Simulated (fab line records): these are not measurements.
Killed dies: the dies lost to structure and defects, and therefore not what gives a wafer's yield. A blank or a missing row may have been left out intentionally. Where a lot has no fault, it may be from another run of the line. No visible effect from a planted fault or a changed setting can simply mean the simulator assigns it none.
Comparing a struck lot with a sound one ; flow sky130 ; 16 steps out of a route of 708
Sound: wafers L763.2, L763.4, L763.6. The struck wafers were L757.1, L757.2, L757.3. The cause is given at the end.
Per side, at each step with rows, come the tool, then ch with its chambers, and then its first start. Under that, the readings that differ: sound wafers ; struck wafers ; difference of the means ; sigmas: that difference in standard deviations of wafers without a fault.
alike: readings with means less than 2 such deviations apart, plus words and numbers identical on both sides. not compared: withheld readings, readings lacking a value on some wafer, bounds such as >300 that could conceal the same value, and numbers that have no deviation in the record and whose values overlap.
A row with sigmas, a row that says differs or no value, or rows on one side alone: a step with any of these is where the two part. Non-overlapping numbers with no deviation appear without sigmas and do not part them. A reading missing from all wafers of one side parts the sides only when that side holds two or more wafers.

first, 2 steps without rows for these wafers: SKY_METAL4_PEB_11; SKY_METAL4_DEVELOP_12 (develop time 60 s).
SKY_METAL4_CD_MEAS_13 targets a cd of 300 nm.
  struck on cd_sem-02, day 45 06:33; sound on cd_sem-01, day 47 02:53
  alike: cd_nm
SKY_METAL4_OVL_MEAS_14:
  struck on overlay-01, day 45 06:40; sound on overlay-01, day 47 02:59
  alike: METAL4_OVL
SKY_METAL4_DESCUM_15: chemistry O2, time 8 s.
  sound on rie_metal-01 ch 1, day 47 03:01; struck on rie_metal-03 ch 0,1, day 45 06:43
reading;sound;struck;difference;sigmas
oes_product_au (a.u.);0.997 0.997 0.991;1.017 1.009 1.017;+0.019;+2
  alike: chamber_pressure_mTorr, drypump_motor_current_A
  not compared: rf_hours_counter_h
SKY_METAL4_ETCH_16: etches BARC in N2/H2, stops on SiO2, time 88.2 s, target depth 60 nm.
  sound on rie_metal-01 ch 1, day 47 03:03; struck on rie_metal-03 ch 0,1, day 45 06:44
  alike: chamber_pressure_mTorr, drypump_motor_current_A, oes_product_au, throttle_valve_pct
  not compared: rf_hours_counter_h
SKY_METAL4_ETCH_17: etches SiO2 in C4F8/O2/Ar, stops on TiN, time 3.9 s, target depth 15 nm.
  sound on rie_diel-01 ch 0,1,2, day 47 03:09; struck on rie_diel-03 ch 0,1,2, day 45 06:50
  alike: chamber_pressure_mTorr, oes_product_au
  not compared: rf_hours_counter_h
then, 1 step without rows for these wafers: SKY_METAL4_METAL_ETCH_18 (etches the open film in Cl2/BCl3, stops on SiO2, target depth 845 nm, time 183.1 s).
SKY_METAL4_STRIP_19: strips in O2/N2.
  sound on plasma_asher-04 ch 0,1, day 47 03:21; struck on plasma_asher-04 ch 0,1, day 45 07:02
  alike: chamber_pressure_mTorr, drypump_motor_current_A, oes_product_au, strip_time_to_endpoint_s
  not compared: rf_hours_counter_h
then, 3 steps without rows for these wafers: SKY_METAL4_STRIP_20 (strips in post etch residue remover, time 1200 s); SKY_METAL4_CLEAN_21 (cleans in IPA, time 180 s); SKY_METAL4_CLEAN_22 (cleans in O3/DIW).
SKY_VIA4_HDPCVD_00: deposits SiO2, target thk 1750 nm, time 291.7 s.
  sound on hdpcvd-02 ch 0,1,2, day 47 03:56; struck on hdpcvd-01 ch 0,1,2, day 45 07:46
reading;sound;struck;difference;sigmas
model.SiO2_of_VIA4_HDPCVD_00.thk_nm (nm);1731 1726 1727;1403 1371 1390;-340;
SKY_VIA4_THK_MEAS_01:
  struck on film_metro-01, day 45 07:56; sound on film_metro-04, day 47 04:08
reading;sound;struck;difference;sigmas
VIA4_HDPCVD_THK (nm);1728 1726 1726;1402 1371 1391;-339;-18
SKY_VIA4_CMP_02: polishes SiO2.
  sound on cmp-02 ch 0,2,3, day 47 04:17; struck on cmp-01 ch 0,2,3, day 45 08:00
  alike: motor_current_A, slurry_filter_dp_kPa
-- the record jumps here: 4 days lie between the struck wafers' starts before and after (it left off in module VIA4 and takes up again in module PAD_OPEN, whose first step shown is number 708 of the route) --
SKY_PAD_OPEN_PROBE_99:
  struck on prober-02, day 48 21:08; sound on prober-01, day 50 10:46
  alike: defect_limited_yield, killed_at_M0_to_M3, killed_at_M4_up, killed_at_contacts, killed_at_front_end, killed_at_other, killed_dies, killed_open, killed_short, sort_bin_3_pad_short, sort_bin_5_function, sort_bin_6_memory, sort_n_pass, sort_yield_pct
  not compared: model.etest.met5_comb.leak_log10_a_um

WHERE THEY PART
Last at SKY_VIA4_THK_MEAS_01 as far as this record goes, first at SKY_METAL4_DESCUM_15. Later steps at which nothing parts them and some readings are alike: SKY_VIA4_CMP_02, SKY_PAD_OPEN_PROBE_99.

WHY: what the simulator had put in
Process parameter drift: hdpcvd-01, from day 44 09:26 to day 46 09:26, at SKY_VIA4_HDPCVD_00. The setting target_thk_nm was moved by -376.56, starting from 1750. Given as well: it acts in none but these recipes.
